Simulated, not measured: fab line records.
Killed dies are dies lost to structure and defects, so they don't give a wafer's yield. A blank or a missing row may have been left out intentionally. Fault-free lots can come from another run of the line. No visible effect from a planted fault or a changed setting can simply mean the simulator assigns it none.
One fault seen from 2 desks    flow sky130    each desk holds nothing but its own numbers, with what lay behind them at the end

TOOL OWNER'S DESK, krfScanner-01
The tool's own readings at SKY_METAL3_EXPOSE_10 (exposes mask MM3, target cd 300 nm): means of the sampled wafers that have a number, for each lot that ran on this tool. A lot is out of limits, marked OUT, if its mean lies more than 4 standard deviations from the usual mean; the brackets give that distance.
Columns: A = exposureDoseMJCm2 at SKY_METAL3_EXPOSE_10, usual 27.98; B = focusOffsetNm at SKY_METAL3_EXPOSE_10, usual -0.1 nm; C = stageVelMmS at SKY_METAL3_EXPOSE_10, usual 499.97 mm/s
lot   first seen here  A                B     C
L757  day 39 21:57     27.96            0.2   499.88
L758  day 40 01:58     28.00            0.1   499.81
L759  day 40 02:47     27.99            0.7   499.80
L760  day 40 07:37     28.02            0.3   499.91
L762  day 40 23:55     27.99            -0.8  500.11
L767  day 42 07:41     27.09 (-30) OUT  0.6   499.81
L768  day 42 11:19     27.09 (-30) OUT  -0.0  499.79
L769  day 42 21:16     27.29 (-23) OUT  0.4   500.05
Finding of this desk: L767, L768, L769 out of limits; the first was L767 at day 42 07:41, on exposureDoseMJCm2 at SKY_METAL3_EXPOSE_10. In limits: L757, L758, L759, L760, L762.

THE METROLOGY DESK
What the gauges read for every lot (on any tool): the sampled wafers with a number, averaged. A lot is out of limits, marked OUT, if its mean lies more than 4 standard deviations from the usual mean; the brackets give that distance.
Columns: A = cdNm at SKY_METAL3_CD_MEAS_13, usual 299.6 nm
lot   first seen here  A
L755  day 39 01:37     302.6
L757  day 40 10:33     297.6
L758  day 40 14:48     301.9
L759  day 40 15:10     298.5
L760  day 40 19:24     299.6
L762  day 41 11:40     302.1
L767  day 42 18:55     304.1
L768  day 42 22:10     303.9
L769  day 43 08:07     305.5
L775  day 45 00:27     298.9
L774  day 45 01:02     300.7
This desk found nothing out of limits on any of the 11 lots.

PUT TOGETHER
At day 42 07:41, on L767, L768, L769, the tool owner's desk was in a position to raise an alarm.
Metrology desk: nothing out of limits seen.
The metrology desk has L767, L768, L769 on record, within its limits.
The lots listed all ran SKY_METAL3_EXPOSE_10 on krfScanner-01.

WHAT THE SIMULATOR HAD PUT IN
Process parameter drift: krfScanner-01, from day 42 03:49 on, at SKY_METAL3_EXPOSE_10. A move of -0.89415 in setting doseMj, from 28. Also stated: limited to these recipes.
Shown lots that were struck: L767, L768, L769.
Time in hours from fault onset to the first out-of-limits reading at each desk: the tool owner's desk, 4.
